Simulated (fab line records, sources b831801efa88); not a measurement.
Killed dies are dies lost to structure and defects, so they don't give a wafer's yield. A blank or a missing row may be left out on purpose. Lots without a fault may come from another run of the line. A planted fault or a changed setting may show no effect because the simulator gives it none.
Tool commonality check | flow sky130 | 13 lots, 39 wafers sampled

WHY IT WAS OPENED
At SKY_SONOS_ONO_THK_MEAS_05 the reading SONOS_ONO_CVD_04_THK is flagged on 3 of 13 lots. Wafers without a fault read 5.64 nm, standard deviation 0.11.
Rule: a lot is flagged when every wafer of it that has a number lies more than 4 standard deviations from that mean, or none has a number. The other lots count as sound.

lot  | measured     | on            | SONOS_ONO_CVD_04_THK (nm), wafer by wafer | flag
L867 | day 12 10:16 | film_metro-01 | 5.55 5.65 5.62                            |
L868 | day 12 14:39 | film_metro-03 | 5.71 5.71 5.77                            |
L869 | day 13 06:30 | film_metro-01 | 5.62 5.55 5.57                            |
L870 | day 13 09:44 | film_metro-03 | 5.64 5.68 5.63                            |
L872 | day 14 01:53 | film_metro-02 | 5.61 5.70 5.66                            |
L873 | day 14 17:07 | film_metro-02 | 6.80 6.80 6.86                            | FLAGGED
L874 | day 14 18:59 | film_metro-02 | 6.90 6.82 6.83                            | FLAGGED
L875 | day 14 22:57 | film_metro-02 | 6.80 6.83 6.97                            | FLAGGED
L883 | day 18 07:29 | film_metro-03 | 5.56 5.68 5.66                            |
L885 | day 18 13:43 | film_metro-03 | 5.78 5.70 5.78                            |
L884 | day 18 16:07 | film_metro-02 | 5.59 5.60 5.55                            |
L886 | day 19 01:06 | film_metro-01 | 5.57 5.51 5.62                            |
L887 | day 19 15:56 | film_metro-03 | 5.85 5.94 5.88                            |
The numbers of the flagged lots are 6.85 nm on average: +1.21 nm against the usual, or +11 standard deviations.

WHICH TOOL RAN EACH LOT
The record holds 1 process step before the reading, out of a route of 708 steps. In each cell: the tool, then ch and the chambers that the sampled wafers went through, then the start.
lot  | flag    | SKY_SONOS_ONO_CVD_04
L867 |         | lpcvd-03 ch 1, day 12 09:01
L868 |         | lpcvd-03 ch 0, day 12 12:46
L869 |         | lpcvd-03 ch 1, day 13 05:14
L870 |         | lpcvd-03 ch 0, day 13 08:28
L872 |         | lpcvd-03 ch 0, day 14 00:37
L873 | FLAGGED | lpcvd-03 ch 1, day 14 15:13
L874 | FLAGGED | lpcvd-03 ch 0, day 14 17:05
L875 | FLAGGED | lpcvd-03 ch 1, day 14 21:05
L883 |         | lpcvd-03 ch 0, day 18 06:14
L885 |         | lpcvd-03 ch 1, day 18 12:27
L884 |         | lpcvd-03 ch 1, day 18 14:52
L886 |         | lpcvd-03 ch 1, day 18 23:50
L887 |         | lpcvd-03 ch 0, day 19 14:40
What these steps do:
- SKY_SONOS_ONO_CVD_04: deposits SiO2 from SiH4/N2O, target thk 5.7199 nm.
- SKY_SONOS_ONO_THK_MEAS_05

FLAGGED OVER TOTAL, TOOL BY TOOL (the gauges that took the reading come last)
step                      | tool          | lots run | flagged | share of the flagged lots | sound lots run after its first flagged lot
SKY_SONOS_ONO_CVD_04      | lpcvd-03      | 13       | 3       | all                       | 5 (L883,L885,L884,L886,L887)
SKY_SONOS_ONO_THK_MEAS_05 | film_metro-01 | 3        | 0       | none                      | -
SKY_SONOS_ONO_THK_MEAS_05 | film_metro-02 | 5        | 3       | all                       | 1 (L884)
SKY_SONOS_ONO_THK_MEAS_05 | film_metro-03 | 5        | 0       | none                      | -

WHAT THE TABLE ALLOWS
2 rows of the table ran every flagged lot: lpcvd-03 at SKY_SONOS_ONO_CVD_04, film_metro-02 at SKY_SONOS_ONO_THK_MEAS_05.
- lpcvd-03 at SKY_SONOS_ONO_CVD_04: 3 of its 13 lots flagged. Sound lots ran on it after the first flagged one (L883, L885, L884, L886, L887), which a lasting fault on the whole tool wouldn't allow.
- film_metro-02 at SKY_SONOS_ONO_THK_MEAS_05: 3 of its 5 lots flagged. Sound lots ran on it after the first flagged one (L884), which a lasting fault on the whole tool wouldn't allow.
No row of the table ran every flagged lot and no sound lot after the first.

WHAT THE SIMULATOR HAD PUT IN
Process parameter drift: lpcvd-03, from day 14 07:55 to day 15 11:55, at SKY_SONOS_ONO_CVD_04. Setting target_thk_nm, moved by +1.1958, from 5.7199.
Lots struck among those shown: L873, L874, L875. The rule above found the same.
